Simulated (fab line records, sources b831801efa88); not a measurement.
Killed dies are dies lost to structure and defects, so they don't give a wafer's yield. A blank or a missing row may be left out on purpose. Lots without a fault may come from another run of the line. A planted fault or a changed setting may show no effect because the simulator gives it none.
fab line records | flow sfq_line
record lots=5 wafers=15 last_day=92
route steps=325 shown M4@162 I4@163
lots that met no fault: from a run of the same line without faults
start_h: hours from the record's first day to the start of the lot's first wafer shown | wait_h: hours since the lot's step before | " the same as in the row above | L1.1+2: a row that stands for several wafers | - no value, or no start given | * or withheld: withheld | < > ~ a bound
route shown NAME@n: a module of which the file shows steps, and the number in the route of the first | usual: mean/standard deviation of fault-free wafers | same: alike in all rows | chamber/n: place in a boat | sites: the reading at each site | _std_site: their standard deviation | _edge_site: outer sites' mean less inner sites' | radius_mm: how far each site lies from the wafer's centre | mask NAME#n: copy n | behind: the tool/chamber that last shaped the wafer | hold: why the lot was held/for how many hours/how that ended | device: the transistor (n, p or np) that didn't switch | end of line: the same wafers' tests at the end of the route | a step without rows: its recipe alone | killed: dies lost to structure and defects at the first sort, not the wafer's yield | map: a wafer's dies, x killed, . not, _ none there
set.NAME: the setting as run; set.NAME@STEP: as run at that earlier step | model.NAME: the simulator's own value behind a step, which no gauge read
lots at some steps of the route; a table a step, a row a wafer
services: from which hour (start_h, from the record's first day; less than 0 if before it) a tool's chamber was out of use, for how many hours, and why
## steps
# step SFQ_TRILAYER_M4_STRIP_SOLV_CLEAN_098
# recipe chemistry=NMP temp_c=70 time_s=600
# step SFQ_TRILAYER_I4_DEP_PECVD_099
# recipe material=SiO2 temp_c=150 time_s=111.11 pressure_torr=2.4 rf_w=183.3 precursor=SiH4/N2O target_thk_nm=500
# usual heater_power_w=74/9.1 throttle_valve_pct=24.6/1.6
# columns lot.wafer tool chamber start_h wait_h heater_power_w throttle_valve_pct
L873.2 pecvd-01 1 1345.01 0.0 72 22.2
L873.5 " 0 " " 77 23.3
L873.6 " 2 " " 86 24.0
L879.1 pecvd-02 1 1391.81 0.0 66 24.1
L879.3 " 0 " " 77 25.8
L879.6 " 1 " " 53 24.3
L891.1 pecvd-01 1 1481.59 0.0 66 22.9
L891.2 " 0 " " 78 23.6
L891.5 " 2 " " 74 24.2
L892.1 pecvd-02 2 1486.65 0.0 70 23.9
L892.2 " 1 " " 57 24.7
L892.4 " 1 " " 59 24.8
L893.3 pecvd-04 1 1493.59 0.0 88 25.5
L893.4 " 0 " " 59 29.1
L893.5 " 1 " " 72 25.3
# step SFQ_TRILAYER_I4_CMP_CMP_100
# recipe material=SiO2 down_force_psi=3 platen_rpm=60 pad_velocity_m_s=0.94248
# usual head_pressure_psi=2.999/0.0064 motor_current_A=10.3/0.68 time_to_endpoint_s=210/6.8
# columns lot.wafer tool chamber start_h wait_h head_pressure_psi motor_current_A time_to_endpoint_s
L873.2 cmp-01 0 1346.29 1.2 2.999 9.9 209
L873.5 " 0 1348.29 3.2 3.001 10.4 217
L873.6 " 1 " " 2.992 10.7 224
L879.1 cmp-01 2 1391.89 0.0 3.009 11.3 217
L879.3 " 1 1393.39 1.5 3.000 10.1 207
L879.6 " 3 1394.39 2.5 2.985 10.0 220
L891.1 cmp-01 3 1482.67 1.0 2.995 10.4 211
L891.2 " 0 " " 2.999 10.4 211
L891.5 " 2 1484.17 2.5 2.987 11.0 220
L892.1 cmp-02 3 1486.73 0.0 2.991 11.1 206
L892.2 " 1 1487.73 1.0 2.991 10.0 184
L892.4 " 2 " " 3.004 9.9 193
L893.3 cmp-01 3 1494.17 0.5 3.006 9.5 207
L893.4 " 0 " " 3.003 10.0 205
L893.5 " 3 1496.17 2.5 2.995 9.8 208
# step SFQ_I4_BOW_MEAS_927
# recipe mode=bow
# usual I4_BOW=5/8.4
# columns lot.wafer tool chamber start_h wait_h I4_BOW[um]
L873.2 film_metro-01 - 1349.31 2.5 8
L873.5 " - " " -7
L873.6 " - " " -6
L879.1 film_metro-01 - 1394.89 2.5 9
L879.3 " - " " 5
L879.6 " - " " 0
L891.1 film_metro-01 - 1484.67 1.5 -1
L891.2 " - " " 11
L891.5 " - " " 6
L892.1 film_metro-01 - 1489.73 2.5 -4
L892.2 " - " " -12
L892.4 " - " " -2
L893.3 film_metro-04 - 1496.71 2.0 -6
L893.4 " - " " -3
L893.5 " - " " -8
# step SFQ_TRILAYER_I4_METRO_MEASURE_101
# usual thk_nm=198.9/0.99
# columns lot.wafer tool chamber start_h wait_h thk_nm
L873.2 film_metro-01 - 1349.61 0.3 198.6
L873.5 " - " " 198.5
L873.6 " - " " 198.3
L879.1 film_metro-01 - 1395.01 0.1 199.4
L879.3 " - " " 198.5
L879.6 " - " " 198.6
L891.1 film_metro-01 - 1484.79 0.1 198.7
L891.2 " - " " 197.8
L891.5 " - " " 199.0
L892.1 film_metro-01 - 1489.85 0.1 199.3
L892.2 " - " " 197.7
L892.4 " - " " 198.6
L893.3 film_metro-04 - 1497.19 0.5 199.5
L893.4 " - " " 198.5
L893.5 " - " " 197.9
# step SFQ_TRILAYER_I4_VIA_LITHO_COAT_108
# recipe resist=BARC spin_rpm=3000 resist_thk_nm=62
# step SFQ_TRILAYER_I4_VIA_LITHO_COAT_103
# recipe resist=KrF spin_rpm=3000 resist_thk_nm=650
# step SFQ_TRILAYER_I4_VIA_LITHO_SOFTBAKE_107
# recipe temp_c=withheld time_s=withheld resist=KrF
# step SFQ_TRILAYER_I4_VIA_LITHO_EXPOSE_104
# recipe mask_id=I4 na=0.6 source_shape=conventional sigma_outer=0.65 target_cd_nm=700 dose_mj=21.3
# step SFQ_TRILAYER_I4_VIA_LITHO_PEB_106
# recipe peb_temp_c=115 peb_time_s=60 resist=KrF
# step SFQ_TRILAYER_I4_VIA_LITHO_DEVELOP_105
# recipe time_s=60 resist=KrF
# step SFQ_I4_OVL_MEAS_928
# usual I4_OVL=-3/5.5
# columns lot.wafer tool chamber start_h wait_h I4_OVL[nm]
L873.2 overlay-02 - 1352.88 0.1 4
L873.5 " - " " -1
L873.6 " - " " -1
L879.1 overlay-01 - 1398.62 0.1 2
L879.3 " - " " 3
L879.6 " - " " 7
L891.1 overlay-01 - 1594.45 0.1 -10
L891.2 " - " " 0
L891.5 " - " " -8
L892.1 overlay-02 - 1599.35 0.1 2
L892.2 " - " " -2
L892.4 " - " " -1
L893.3 overlay-02 - 1602.96 0.1 6
L893.4 " - " " -3
L893.5 " - " " -2
# step SFQ_TRILAYER_I4_VIA_BARC_OPEN_VIA_ETCH_146
# recipe mask_material=PR chemistry=O2 target_depth_nm=125 target=BARC source_w=500 bias_w=80 pressure_mtorr=30 time_s=41.7
# usual drypump_motor_current_A=5.6/0.38 oes_product_au=0.686/0.0043 run_length_s=70.0/0.45
# columns lot.wafer tool chamber start_h wait_h drypump_motor_current_A oes_product_au rf_hours_counter_h run_length_s model.KrF_of_TRILAYER_I4_VIA_LITHO_COAT_103.thk_nm
L873.2 rie_diel-02 3 1352.91 0.0 6.2 0.685 6 70.1 573.9
L873.5 " 0 " " 5.9 0.693 - 69.3 570.7
L873.6 " 1 " " 5.4 0.687 - 69.7 569.6
L879.1 rie_diel-04 2 1398.66 0.0 5.4 0.633 19 79.0 559.2
L879.3 " 0 " " 5.8 0.686 14 69.6 574.6
L879.6 " 2 " " 5.4 0.694 - 69.2 569.9
L891.1 rie_diel-04 0 1594.48 0.0 5.9 0.688 17 69.5 573.5
L891.2 " 2 " " 5.4 0.678 1 69.3 571.9
L891.5 " 0 " " 5.8 0.680 - 69.7 571.1
L892.1 rie_diel-02 3 1599.38 0.0 6.2 0.679 10 70.3 574.6
L892.2 " 2 " " 6.0 0.685 3 70.0 574.7
L892.4 " 0 " " 5.9 0.689 8 69.5 572.1
L893.3 rie_diel-01 2 1602.98 0.0 5.7 0.689 4 70.3 572.1
L893.4 " 3 " " 4.9 0.688 15 69.9 569.3
L893.5 " 2 " " 5.7 0.688 - 70.2 571.1
# step SFQ_TRILAYER_I4_VIA_ETCH_VIA_ETCH_106
# recipe target=SiO2 stop_on=Nb mask_material=PR taper_deg=20 chemistry=CHF3 target_depth_nm=260 source_w=500 bias_w=80 pressure_mtorr=30 time_s=withheld
# usual drypump_motor_current_A=5.6/0.38 oes_product_au=0.851/0.0047
# columns lot.wafer tool chamber start_h wait_h drypump_motor_current_A oes_product_au model.KrF_of_TRILAYER_I4_VIA_LITHO_COAT_103.thk_nm
L873.2 rie_diel-02 3 1352.95 0.0 6.2 0.849 530.6
L873.5 " 0 " " 5.8 0.849 525.9
L873.6 " 1 " " 5.3 0.848 525.1
L879.1 rie_diel-04 2 1398.70 0.0 5.4 0.854 513.9
L879.3 " 0 " " 5.8 0.853 530.9
L879.6 " 2 " " 5.4 0.852 524.1
L891.1 rie_diel-04 0 1594.52 0.0 5.8 0.853 529.6
L891.2 " 2 " " 5.4 0.851 527.2
L891.5 " 0 " " 5.8 0.848 527.2
L892.1 rie_diel-02 3 1599.42 0.0 6.2 0.847 531.6
L892.2 " 2 " " 6.0 0.856 531.4
L892.4 " 0 " " 5.9 0.837 527.5
L893.3 rie_diel-01 2 1603.02 0.0 5.7 0.855 526.8
L893.4 " 3 " " 4.9 0.854 524.2
L893.5 " 2 " " 5.7 0.849 526.2
# step SFQ_TRILAYER_I4_VIA_STRIP_STRIP_107
# recipe gas=O2 power_w=200 platen_temp_c=40 overash_fraction=0.65 chemistry=O2 pressure_mtorr=50
# usual drypump_motor_current_A=5.6/0.35 oes_product_au=0.998/0.015 platen_temp_c=40.01/0.14
# columns lot.wafer tool chamber start_h wait_h drypump_motor_current_A oes_product_au platen_temp_c rf_hours_counter_h
L873.2 rie_metal-01 0 1353.07 - 5.3 0.991 39.68 13
L873.5 " 1 " " 6.0 1.028 40.05 -
L873.6 " 0 " " 5.3 0.986 39.85 -
L879.1 rie_metal-02 1 1398.81 - 6.3 1.014 39.95 109
L879.3 " 1 " " 6.3 1.014 40.09 -
L879.6 " 0 " " 5.5 1.008 40.13 -
L891.1 rie_metal-02 0 1594.64 - 5.5 0.992 40.15 113
L891.2 " 1 " " 6.3 1.013 39.95 4
L891.5 " 1 " " 6.3 1.006 39.97 -
L892.1 rie_metal-04 0 1599.54 - 5.4 1.019 40.03 5
L892.2 " 1 " " 5.5 0.998 39.76 84
L892.4 " 1 " " 5.5 0.993 39.99 -
L893.3 rie_metal-02 1 1603.34 - 6.3 1.003 39.96 -
L893.4 " 0 " " 5.5 0.997 40.05 -
L893.5 " 1 " " 6.3 0.993 39.80 -
## services
# columns tool chamber start_h hours kind
rie_diel-04 3 1329.45 11.3 repair
film_metro-01 - 1355.41 0.8 pm
cmp-01 - 1363.31 1.1 repair
rie_diel-02 1 1366.58 17.3 repair
rie_diel-02 3 1369.40 6.6 repair
film_metro-01 - 1371.57 1.5 pm
rie_diel-02 - 1373.92 14.6 pm
film_metro-01 - 1385.41 0.3 pm
rie_diel-02 - 1389.09 0.1 repair
rie_diel-02 2 1438.70 3.2 repair
rie_diel-04 2 1444.93 9.9 repair
rie_metal-02 - 1451.27 0.7 repair
film_metro-01 - 1474.70 0.7 pm
cmp-01 - 1500.71 8.9 pm
rie_diel-02 1 1508.06 8.3 repair
rie_diel-04 - 1522.00 15.6 pm
cmp-01 - 1529.05 0.4 repair
rie_diel-02 - 1531.52 0.2 repair
rie_metal-02 - 1585.15 2.8 pm
cmp-01 - 1588.75 6.0 pm
film_metro-01 - 1591.63 1.4 repair
cmp-01 - 1593.73 1.9 repair
cmp-01 - 1598.64 4.0 pm
film_metro-01 - 1599.75 0.6 pm
## key
first_sign step=SFQ_TRILAYER_I4_VIA_BARC_OPEN_VIA_ETCH_146 reading=run_length_s direction=up sigmas=20 usual=* struck=*
effect step=SFQ_TRILAYER_I4_VIA_BARC_OPEN_VIA_ETCH_146 reading=oes_product_au direction=down sigmas=12 usual=0.686 struck=0.633
model_effect step=SFQ_TRILAYER_I4_VIA_BARC_OPEN_VIA_ETCH_146 value=KrF_of_TRILAYER_I4_VIA_LITHO_COAT_103.thk_nm without=570.8 struck=559.2
model_effect step=SFQ_TRILAYER_I4_VIA_ETCH_VIA_ETCH_106 value=KrF_of_TRILAYER_I4_VIA_LITHO_COAT_103.thk_nm without=525.5 struck=513.9
met_at SFQ_TRILAYER_I4_VIA_BARC_OPEN_VIA_ETCH_146
struck_wafers L879.1
fault kind=process_parameter_drift tool=rie_diel-04 chamber=- onset_h=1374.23 steps=SFQ_TRILAYER_I4_VIA_BARC_OPEN_VIA_ETCH_146 channel=time_s offset=* shape=step end_h=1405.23 scope=struck_wafers_only acts_in=* stated=*
